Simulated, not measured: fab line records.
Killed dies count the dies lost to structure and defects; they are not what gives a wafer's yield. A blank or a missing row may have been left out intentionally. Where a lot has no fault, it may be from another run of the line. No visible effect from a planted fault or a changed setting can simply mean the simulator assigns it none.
Which tool was responsible? | flow sky130 | at 1 step of a route of 708, 12 lots with 36 wafers sampled

WHAT EACH GAUGE READ, for each wafer
SKY_SPACER_THK_MEAS_01.
lot  | measured     | on           | SPACER_CVD_00_THK (nm)
L075 | day 23 16:08 | filmMetro-02 | 43.8 43.4 43.6
L077 | day 24 20:56 | filmMetro-03 | 42.7 42.4 42.6
L080 | day 26 07:44 | filmMetro-02 | 43.1 43.5 43.5
L082 | day 26 23:34 | filmMetro-02 | 43.1 43.1 43.3
L083 | day 27 04:59 | filmMetro-02 | 43.0 43.2 43.2
L085 | day 27 09:36 | filmMetro-03 | 43.4 43.2 43.1
L086 | day 28 03:50 | filmMetro-02 | 43.2 42.9 43.2
L088 | day 28 23:23 | filmMetro-03 | 43.1 42.7 42.9
L091 | day 29 08:32 | filmMetro-03 | 42.9 43.1 43.8
L093 | day 29 17:12 | filmMetro-01 | 42.9 43.1 43.5
L095 | day 30 20:25 | filmMetro-02 | 43.3 43.3 43.5
L097 | day 31 00:11 | filmMetro-02 | 42.8 42.9 42.8

WHAT TOOL EACH LOT RAN ON (gives the tool, then ch and the chambers of the sampled wafers, and finally the start)
The record holds no process step before these readings.

THE ANSWER, worked out from the rows above alone
Rule: the lots themselves supply what counts as usual. Put in order of their means at a reading, lots are off if they are a third of the lots or fewer, leave a main group of 4 or more, and stand apart from it by a gap of 3 or more times the standard deviation of the main group's means; of several such gaps the widest counts. The tables above print the reading to a certain number of digits; a main group whose means all agree to those digits is not used. Also off: a lot with no number at a reading for which 4 or more lots have one. Any other lot the step has rows for is counted as sound.
Across all readings shown, no lot is off: no conclusion can be drawn from this.

WHAT WAS PUT IN BY THE SIMULATOR
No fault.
